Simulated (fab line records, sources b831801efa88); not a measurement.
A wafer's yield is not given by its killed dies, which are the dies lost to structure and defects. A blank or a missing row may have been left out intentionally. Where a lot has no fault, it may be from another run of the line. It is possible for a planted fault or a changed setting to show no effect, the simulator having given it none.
Which tool did it? :: flow sky130 :: 10 lots with 30 wafers sampled at 6 steps, on a route of 708 steps

WHAT THE GAUGES SHOWED, per wafer
SKY_CONTACT_BOW_MEAS_05. Usual: for CONTACT_BOW the level is 82 um and the standard deviation is 8.
lot: L314
measured: day 30 17:55
on: film-metro-02
CONTACT_BOW (um): 92 89 81
flag: 

lot: L317
measured: day 31 12:02
on: film-metro-03
CONTACT_BOW (um): 68 84 89
flag: 

lot: L318
measured: day 32 01:15
on: film-metro-02
CONTACT_BOW (um): 86 83 66
flag: 

lot: L320
measured: day 32 12:37
on: film-metro-04
CONTACT_BOW (um): 100 77 84
flag: 

lot: L321
measured: day 32 20:34
on: film-metro-03
CONTACT_BOW (um): 75 83 80
flag: 

lot: L327
measured: day 34 20:01
on: film-metro-04
CONTACT_BOW (um): 95 96 90
flag: 

lot: L330
measured: day 35 18:03
on: film-metro-03
CONTACT_BOW (um): 82 80 76
flag: 

lot: L331
measured: day 36 02:44
on: film-metro-02
CONTACT_BOW (um): 77 89 79
flag: 

lot: L332
measured: day 36 10:32
on: film-metro-03
CONTACT_BOW (um): 75 72 86
flag: 

lot: L336
measured: day 37 08:04
on: film-metro-03
CONTACT_BOW (um): 87 77 78
flag: 

SKY_METAL1_OVL_MEAS_16. Usual: for METAL1_OVL the level is -4 nm and the standard deviation is 5.6.
lot: L314
measured: day 33 03:22
on: overlay-01
METAL1_OVL (nm): 8 4 6
flag: 

lot: L317
measured: day 33 20:59
on: overlay-02
METAL1_OVL (nm): 1 -3 -8
flag: 

lot: L318
measured: day 34 09:04
on: overlay-01
METAL1_OVL (nm): -4 -6 -4
flag: 

lot: L320
measured: day 34 19:53
on: overlay-01
METAL1_OVL (nm): 1 -2 1
flag: 

lot: L321
measured: day 35 04:29
on: overlay-01
METAL1_OVL (nm): 1 -4 3
flag: 

lot: L327
measured: day 37 03:00
on: overlay-01
METAL1_OVL (nm): 4 -4 -2
flag: 

lot: L330
measured: day 38 00:17
on: overlay-02
METAL1_OVL (nm): -13 -15 -13
flag: 

lot: L331
measured: day 38 08:49
on: overlay-01
METAL1_OVL (nm): -7 -1 -1
flag: 

lot: L332
measured: day 38 16:40
on: overlay-01
METAL1_OVL (nm): -3 14 1
flag: 

lot: L336
measured: day 39 12:27
on: overlay-01
METAL1_OVL (nm): -7 -18 -8
flag: 

SKY_METAL2_RS_MEAS_05: measures by four-point-probe. Usual: for METAL2_ALCU_RS the level is 0.1271 ohm/sq and the standard deviation is 0.0014.
lot: L314
measured: day 34 09:35
on: film-metro-03
METAL2_ALCU_RS (ohm/sq): 0.1266 0.1255 0.1269
flag: 

lot: L317
measured: day 35 02:23
on: film-metro-03
METAL2_ALCU_RS (ohm/sq): 0.1276 0.1281 0.1278
flag: 

lot: L318
measured: day 35 14:23
on: film-metro-01
METAL2_ALCU_RS (ohm/sq): 0.1260 0.1258 0.1263
flag: 

lot: L320
measured: day 36 01:53
on: film-metro-04
METAL2_ALCU_RS (ohm/sq): 0.1294 0.1289 0.1920
flag: OFF

lot: L321
measured: day 36 10:06
on: film-metro-01
METAL2_ALCU_RS (ohm/sq): 0.1874 0.1881 0.1906
flag: OFF

lot: L327
measured: day 38 08:11
on: film-metro-04
METAL2_ALCU_RS (ohm/sq): 0.1276 0.1272 0.1276
flag: 

lot: L330
measured: day 39 05:04
on: film-metro-04
METAL2_ALCU_RS (ohm/sq): 0.1276 0.1264 0.1276
flag: 

lot: L331
measured: day 39 11:53
on: film-metro-01
METAL2_ALCU_RS (ohm/sq): 0.1253 0.1255 0.1240
flag: 

lot: L332
measured: day 39 20:22
on: film-metro-04
METAL2_ALCU_RS (ohm/sq): 0.1267 0.1257 0.1263
flag: 

lot: L336
measured: day 40 15:38
on: film-metro-01
METAL2_ALCU_RS (ohm/sq): 0.1261 0.1270 0.1261
flag: 

SKY_METAL2_THK_MEAS_06: measures by xrf. Usual: for METAL2_ALCU_THK the level is 251 nm and the standard deviation is 3.
lot: L314
measured: day 34 09:42
on: film-metro-03
METAL2_ALCU_THK (nm): 253 253 251
flag: 

lot: L317
measured: day 35 02:30
on: film-metro-03
METAL2_ALCU_THK (nm): 251 247 250
flag: 

lot: L318
measured: day 35 14:30
on: film-metro-01
METAL2_ALCU_THK (nm): 255 253 253
flag: 

lot: L320
measured: day 36 01:58
on: film-metro-04
METAL2_ALCU_THK (nm): 247 248 169
flag: OFF

lot: L321
measured: day 36 10:13
on: film-metro-01
METAL2_ALCU_THK (nm): 172 172 171
flag: OFF

lot: L327
measured: day 38 08:17
on: film-metro-04
METAL2_ALCU_THK (nm): 249 249 249
flag: 

lot: L330
measured: day 39 05:11
on: film-metro-04
METAL2_ALCU_THK (nm): 250 253 250
flag: 

lot: L331
measured: day 39 11:59
on: film-metro-01
METAL2_ALCU_THK (nm): 255 256 258
flag: 

lot: L332
measured: day 39 20:29
on: film-metro-04
METAL2_ALCU_THK (nm): 252 254 255
flag: 

lot: L336
measured: day 40 15:45
on: film-metro-01
METAL2_ALCU_THK (nm): 254 251 255
flag: 

TOOL THAT RAN EACH LOT (tool first, then ch and the chambers of the sampled wafers, then the start)
lot: L314
SKY_METAL2_SPUTTER_02: pvd-sputter-02, day 34 09:29
SKY_METAL2_SPUTTER_03: pvd-sputter-02, day 34 09:31

lot: L317
SKY_METAL2_SPUTTER_02: pvd-sputter-03, day 35 02:17
SKY_METAL2_SPUTTER_03: pvd-sputter-03, day 35 02:19

lot: L318
SKY_METAL2_SPUTTER_02: pvd-sputter-04, day 35 14:17
SKY_METAL2_SPUTTER_03: pvd-sputter-04, day 35 14:19

lot: L320
SKY_METAL2_SPUTTER_02: pvd-sputter-03, day 36 01:44
SKY_METAL2_SPUTTER_03: pvd-sputter-03, day 36 01:46

lot: L321
SKY_METAL2_SPUTTER_02: pvd-sputter-03, day 36 09:59
SKY_METAL2_SPUTTER_03: pvd-sputter-03, day 36 10:01

lot: L327
SKY_METAL2_SPUTTER_02: pvd-sputter-02, day 38 08:04
SKY_METAL2_SPUTTER_03: pvd-sputter-02, day 38 08:05

lot: L330
SKY_METAL2_SPUTTER_02: pvd-sputter-03, day 39 04:59
SKY_METAL2_SPUTTER_03: pvd-sputter-03, day 39 05:01

lot: L331
SKY_METAL2_SPUTTER_02: pvd-sputter-03, day 39 11:46
SKY_METAL2_SPUTTER_03: pvd-sputter-03, day 39 11:47

lot: L332
SKY_METAL2_SPUTTER_02: pvd-sputter-02, day 39 20:16
SKY_METAL2_SPUTTER_03: pvd-sputter-02, day 39 20:18

lot: L336
SKY_METAL2_SPUTTER_02: pvd-sputter-03, day 40 15:32
SKY_METAL2_SPUTTER_03: pvd-sputter-03, day 40 15:34
- SKY_METAL2_SPUTTER_02: material AlCu, target thk 250 nm, time 13.3 s.
- SKY_METAL2_SPUTTER_03: material Ti, target thk 5 nm, time 3.3 s.

WHAT THE TOOLS THEMSELVES READ (means of the sampled wafers that have a number; where no wafer has one, the mark that the record gives instead)
SKY_METAL2_SPUTTER_02. Usual: throttle-valve-pct reads 30.5 % (standard deviation 0.87).
lot: L314
tool: pvd-sputter-02
throttle-valve-pct (%): 30.1
flag: 

lot: L317
tool: pvd-sputter-03
throttle-valve-pct (%): 30.2
flag: 

lot: L318
tool: pvd-sputter-04
throttle-valve-pct (%): 30.2
flag: 

lot: L320
tool: pvd-sputter-03
throttle-valve-pct (%): 31.4
flag: 

lot: L321
tool: pvd-sputter-03
throttle-valve-pct (%): 29.8
flag: 

lot: L327
tool: pvd-sputter-02
throttle-valve-pct (%): 30.6
flag: 

lot: L330
tool: pvd-sputter-03
throttle-valve-pct (%): 30.3
flag: 

lot: L331
tool: pvd-sputter-03
throttle-valve-pct (%): 29.8
flag: 

lot: L332
tool: pvd-sputter-02
throttle-valve-pct (%): 30.6
flag: 

lot: L336
tool: pvd-sputter-03
throttle-valve-pct (%): 31.1
flag: 

SKY_METAL2_SPUTTER_03. Usual: throttle-valve-pct reads 30.5 % (standard deviation 0.9).
lot: L314
tool: pvd-sputter-02
throttle-valve-pct (%): 30.4
flag: 

lot: L317
tool: pvd-sputter-03
throttle-valve-pct (%): 30.4
flag: 

lot: L318
tool: pvd-sputter-04
throttle-valve-pct (%): 30.2
flag: 

lot: L320
tool: pvd-sputter-03
throttle-valve-pct (%): 31.2
flag: 

lot: L321
tool: pvd-sputter-03
throttle-valve-pct (%): 29.7
flag: 

lot: L327
tool: pvd-sputter-02
throttle-valve-pct (%): 30.5
flag: 

lot: L330
tool: pvd-sputter-03
throttle-valve-pct (%): 30.5
flag: 

lot: L331
tool: pvd-sputter-03
throttle-valve-pct (%): 29.6
flag: 

lot: L332
tool: pvd-sputter-02
throttle-valve-pct (%): 30.5
flag: 

lot: L336
tool: pvd-sputter-03
throttle-valve-pct (%): 31.2
flag: 

THE ANSWER, worked out from the rows above alone
Rule: a lot is off if the mean of its wafers that have a number lies more than 3 standard deviations from the usual mean. A lot without any number at a reading at which 4 lots or more have one is off too. The other lots that the step has rows for count as sound. First the gauges in route order, then the tools' own readings, where a lot's mean is used as printed above. The first step at which some lot is off is used, and at that step the reading that is off furthest; a lot without a number counts as furthest.
Off: at SKY_METAL2_RS_MEAS_05 (METAL2_ALCU_RS), L320, L321.
A tool fits if, at a process step before that reading, it ran every lot that is off, and no sound lot after the first of them. Gauges at SKY_METAL2_RS_MEAS_05: tried the same way as those tools. No candidate that was tried fits.

WHAT THE SIMULATOR PUT IN
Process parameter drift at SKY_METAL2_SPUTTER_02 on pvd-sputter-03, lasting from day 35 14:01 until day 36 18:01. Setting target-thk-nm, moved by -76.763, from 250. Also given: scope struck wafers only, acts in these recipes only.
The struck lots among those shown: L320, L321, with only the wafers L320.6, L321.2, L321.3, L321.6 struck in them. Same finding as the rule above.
